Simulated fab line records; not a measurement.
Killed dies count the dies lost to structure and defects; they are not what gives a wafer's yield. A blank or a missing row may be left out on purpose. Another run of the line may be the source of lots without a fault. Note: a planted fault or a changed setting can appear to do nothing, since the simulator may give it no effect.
Matching of chambers || flow gf180mcu || 4 sister chambers for GF_V4_CMP_26 on cmp-02
The step polishes, stops on SiO2, t overpolish 15 s, target thk 0 nm. 8 wafers are shown with their chamber, then 7 later ones without.

== WAFERS, EACH WITH ITS CHAMBER ==
{"wafer": "L207.2", "chamber": 0, "motorCurrentA (A)": 9.9, "overpolishRunS (s)": 14.997}
{"wafer": "L209.4", "chamber": 1, "motorCurrentA (A)": 9.7, "overpolishRunS (s)": 15.004}
{"wafer": "L209.5", "chamber": 3, "motorCurrentA (A)": 11.3, "overpolishRunS (s)": 15.015}
{"wafer": "L210.1", "chamber": 0, "motorCurrentA (A)": 9.8, "overpolishRunS (s)": 15.010}
{"wafer": "L210.2", "chamber": 3, "motorCurrentA (A)": 10.9, "overpolishRunS (s)": 15.012}
{"wafer": "L210.4", "chamber": 2, "motorCurrentA (A)": 10.9, "overpolishRunS (s)": 14.990}
{"wafer": "L214.1", "chamber": 1, "motorCurrentA (A)": 9.7, "overpolishRunS (s)": 14.984}
{"wafer": "L214.3", "chamber": 2, "motorCurrentA (A)": 10.5, "overpolishRunS (s)": 15.009}

== WAFERS MISSING THEIR CHAMBER ==
{"wafer": "L214.4", "motorCurrentA (A)": 10.3, "overpolishRunS (s)": 14.995}
{"wafer": "L215.4", "motorCurrentA (A)": 10.5, "overpolishRunS (s)": 14.996}
{"wafer": "L215.5", "motorCurrentA (A)": 11.2, "overpolishRunS (s)": 15.009}
{"wafer": "L215.6", "motorCurrentA (A)": 10.9, "overpolishRunS (s)": 14.995}
{"wafer": "L226.1", "motorCurrentA (A)": 11.1, "overpolishRunS (s)": 14.985}
{"wafer": "L226.2", "motorCurrentA (A)": 9.5, "overpolishRunS (s)": 14.983}
{"wafer": "L226.4", "motorCurrentA (A)": 10.6, "overpolishRunS (s)": 15.005}

== EACH ONE'S CHAMBER ==
{"wafer": "L214.4", "from the rows above": "can't be placed: 2 or 0 or 1", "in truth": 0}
{"wafer": "L215.4", "from the rows above": 2, "in truth": 2}
{"wafer": "L215.5", "from the rows above": "can't be placed: 3 or 2", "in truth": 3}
{"wafer": "L215.6", "from the rows above": "can't be placed: 2 or 3", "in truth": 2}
{"wafer": "L226.1", "from the rows above": "can't be placed: 2 or 3", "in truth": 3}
{"wafer": "L226.2", "from the rows above": "can't be placed: 1 or 0", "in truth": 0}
{"wafer": "L226.4", "from the rows above": "can't be placed: 2 or 3", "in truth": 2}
Placed correctly: 1 of 7. From these rows, 6 cannot be placed; in 6 the true chamber is one of the candidates. Placed wrongly: 0.
How it was worked out, from the rows above alone: a wafer's distance from a chamber is the root of the sum, over the readings, of the square of ((its reading less the chamber's mean) divided by the reading's scatter). The wafer belongs to the nearest chamber; if the next one is less than 2 further off, it can't be placed. For every chamber, the mean is computed from those of its wafers that are shown. The scatter: take each reading less its chamber's mean, square it, sum over the shown wafers, divide by the number of wafers less the number of chambers, and take the root.
